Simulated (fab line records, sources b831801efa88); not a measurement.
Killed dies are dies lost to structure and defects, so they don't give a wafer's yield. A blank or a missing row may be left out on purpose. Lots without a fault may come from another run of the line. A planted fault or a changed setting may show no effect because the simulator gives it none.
One fault seen from 2 desks | flow sky130 | each desk has only its own numbers; what lay behind them comes last

THE METROLOGY DESK
What the gauges read, lot by lot, whatever tool the lot ran on: means of the sampled wafers that have a number. A lot is out of limits, marked OUT, if its mean lies more than 4 standard deviations from the usual mean; the brackets give that distance.
Columns: A = CONTACT_W_RS at SKY_CONTACT_RS_MEAS_25, usual 0.337 ohm/sq; B = VIA1_BOW at SKY_VIA1_BOW_MEAS_03, usual 82 um
lot  | first seen here | A               | B
L516 | day 32 01:43    | 0.331           | 78
L517 | day 32 17:46    | 0.337           | 80
L519 | day 33 05:22    | 0.337           | 78
L520 | day 33 18:32    | 0.337           | 84
L521 | day 33 19:34    | 0.339           | 83
L522 | day 34 16:01    | 0.331           | 86
L525 | day 35 04:52    | 0.330           | 78
L532 | day 37 01:49    | 0.338           | 72
L533 | day 37 01:58    | 0.241 (-14) OUT | 86
L535 | day 37 22:58    | 0.340           | 83
L539 | day 39 03:16    | 0.337           | 82
This desk's finding: out of limits on L533; first on L533, day 37 01:58 (CONTACT_W_RS at SKY_CONTACT_RS_MEAS_25). In limits: L516, L517, L519, L520, L521, L522, L525, L532, L535, L539.

THE TOOL OWNER'S DESK: cvd_w-01
The tool's own readings at SKY_CONTACT_CVD_24 (deposits W, target thk 340 nm, time 102.12 s): means of the sampled wafers that have a number, for each lot that ran on this tool. A lot is out of limits, marked OUT, if its mean lies more than 4 standard deviations from the usual mean; the brackets give that distance.
Columns: A = chamber_pressure_Torr at SKY_CONTACT_CVD_24, usual 40.00 Torr; B = heater_power_w at SKY_CONTACT_CVD_24, usual 819 W
lot  | first seen here | A     | B
L516 | day 32 01:36    | 40.04 | 856
L517 | day 32 17:40    | 39.92 | 836
L519 | day 33 05:13    | 39.94 | 831
L522 | day 34 15:54    | 40.02 | 835
L525 | day 35 04:46    | 39.95 | 876
L533 | day 37 01:52    | 39.98 | 839
This desk's finding: nothing out of limits on any of the 6 lots.

PUT TOGETHER
The metrology desk could have raised an alarm at day 37 01:58, on L533.
The tool owner's desk saw nothing out of limits.
The tool owner's desk has L533 on record, within its limits.
Of the lots named, all ran SKY_CONTACT_CVD_24 on cvd_w-01.

WHAT THE SIMULATOR HAD PUT IN
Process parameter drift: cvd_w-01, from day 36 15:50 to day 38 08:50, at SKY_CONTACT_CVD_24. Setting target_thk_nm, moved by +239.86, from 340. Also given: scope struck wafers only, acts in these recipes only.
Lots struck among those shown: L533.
Hours from the fault's start to each desk's first reading out of limits: the metrology desk, 10.
